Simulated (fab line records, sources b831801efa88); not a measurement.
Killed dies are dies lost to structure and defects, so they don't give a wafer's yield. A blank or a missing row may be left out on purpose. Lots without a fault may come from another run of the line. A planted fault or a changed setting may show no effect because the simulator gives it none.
A struck lot beside a sound one | flow sky130 | 19 steps out of a route of 708
Sound: wafers L822.4, L822.5, L822.6. Struck: wafer L833.6. (L833.2, L833.3 of the same lot were not struck and are left out.) The cause comes at the end.
At each step with rows: each side's tool, then ch and its chambers, then its first start. Under that, the readings that differ: sound wafers | struck wafers | difference of the means | sigmas: that difference in standard deviations of wafers without a fault.
alike: readings whose means differ by less than 2 such deviations, and words and numbers that are the same on both sides. not compared: withheld readings, readings that some wafer has no value for, bounds like >300 that may hide the same value, and numbers for which the record gives no deviation and whose values overlap.
The two part at a step that has a row with sigmas, a row that says differs or no value, or rows on one side only. Numbers that don't overlap but have no deviation are shown without sigmas and don't part them. A reading that every wafer of one side lacks parts them only if that side has two wafers or more.

SKY_CONTACT_ETCH_18: etches Si3N4 in CHF3/O2, stops on TiN, time 39 s, target depth 75 nm.
  sound on rie_diel-04 ch 0,2,3; struck on rie_diel-01 ch 3
  alike: drypump_motor_current_A, oes_product_au, throttle_valve_pct
  not compared: rf_hours_counter_h
then, 4 steps without rows for these wafers: SKY_CONTACT_STRIP_19 (strips in O2/N2); SKY_CONTACT_STRIP_20 (strips in post etch residue remover, time 1200 s); SKY_CONTACT_CLEAN_21 (cleans in IPA, time 180 s); SKY_CONTACT_CLEAN_22 (cleans in O3/DIW).
SKY_CONTACT_SPUTTER_23: material TiN, target thk 20 nm, time 80 s.
  sound on pvd_sputter-03, day 33 15:31; struck on pvd_sputter-03, day 36 13:02
  alike: throttle_valve_pct
SKY_CONTACT_CVD_24: deposits W, target thk 340 nm, time 102.12 s.
  sound on cvd_w-01 ch 0,1, day 33 15:37; struck on cvd_w-01 ch 1, day 36 13:06
  alike: heater_power_w
SKY_CONTACT_RS_MEAS_25: measures by four-point-probe.
  sound on film_metro-02, day 33 15:45; struck on film_metro-04, day 36 13:14
  alike: CONTACT_W_RS
SKY_CONTACT_THK_MEAS_26: measures by xrf.
  sound on film_metro-02, day 33 15:50; struck on film_metro-04, day 36 13:20
  alike: CONTACT_W_THK
then, 1 step without rows for these wafers: SKY_CONTACT_CMP_27 (polishes, stops on SiO2, t overpolish 15 s, target thk 0 nm).
SKY_METAL1_SPUTTER_00: material Ti, target thk 15 nm, time 10 s.
  sound on pvd_sputter-04, day 33 16:10; struck on pvd_sputter-04, day 36 13:41
  alike: throttle_valve_pct
SKY_METAL1_SPUTTER_01: material TiN, target thk 20 nm, time 16.7 s.
  sound on pvd_sputter-04, day 33 16:11; struck on pvd_sputter-04, day 36 13:43
  alike: throttle_valve_pct
SKY_METAL1_SPUTTER_02: material AlCu, target thk 250 nm, time 13.3 s.
  sound on pvd_sputter-04, day 33 16:13; struck on pvd_sputter-04, day 36 13:44
  reading                                     | sound             | struck | difference | sigmas
  model.AlCu_of_METAL1_SPUTTER_02.thk_nm (nm) | 249.3 247.2 250.7 | 286.5  | +37.4      |
  alike: throttle_valve_pct
then, 2 steps without rows for these wafers: SKY_METAL1_SPUTTER_03 (material Ti, target thk 5 nm, time 3.3 s); SKY_METAL1_SPUTTER_04 (material TiN, target thk 70 nm, time 58.3 s).
SKY_METAL1_RS_MEAS_05: measures by four-point-probe.
  sound on film_metro-01, day 33 16:22; struck on film_metro-02, day 36 13:51
  reading                 | sound                | struck | difference | sigmas
  METAL1_ALCU_RS (ohm/sq) | 0.1274 0.1284 0.1265 | 0.1100 | -0.0174    | -11
SKY_METAL1_THK_MEAS_06: measures by xrf.
  sound on film_metro-01, day 33 16:28; struck on film_metro-02, day 36 13:58
  reading              | sound       | struck | difference | sigmas
  METAL1_ALCU_THK (nm) | 249 247 252 | 288    | +39        | +12
then, 1 step without rows for these wafers: SKY_METAL1_DEHYDRATE_07 (time 60 s).
-- the record jumps here: 13 days lie between the struck wafers' starts before and after (it left off in module METAL1 and takes up again in module PAD_OPEN, whose first step shown is number 708 of the route) --
SKY_PAD_OPEN_PROBE_99:
  sound on prober-01, day 47 11:53; struck on prober-02, day 49 16:01
  reading                      | sound                | struck | difference | sigmas
  model.etest.met1.line_ohm_um | 0.9289 0.9529 0.8935 | 0.8051 | -0.1200    |
  model.etest.met1.rs_ohm_sq   | 0.1296 0.1309 0.1287 | 0.1118 | -0.0179    |
  alike: defect_limited_yield, killed_at_M0_to_M3, killed_at_M4_up, killed_at_contacts, killed_at_front_end, killed_at_other, killed_dies, killed_open, killed_short, sort_bin_3_pad_short, sort_bin_5_function, sort_bin_6_memory, sort_n_pass, sort_yield_pct

WHERE THEY PART
First at SKY_METAL1_RS_MEAS_05; last, within this record, at SKY_METAL1_THK_MEAS_06. Later steps at which nothing parts them and some readings are alike: SKY_PAD_OPEN_PROBE_99.

WHY: what the simulator had put in
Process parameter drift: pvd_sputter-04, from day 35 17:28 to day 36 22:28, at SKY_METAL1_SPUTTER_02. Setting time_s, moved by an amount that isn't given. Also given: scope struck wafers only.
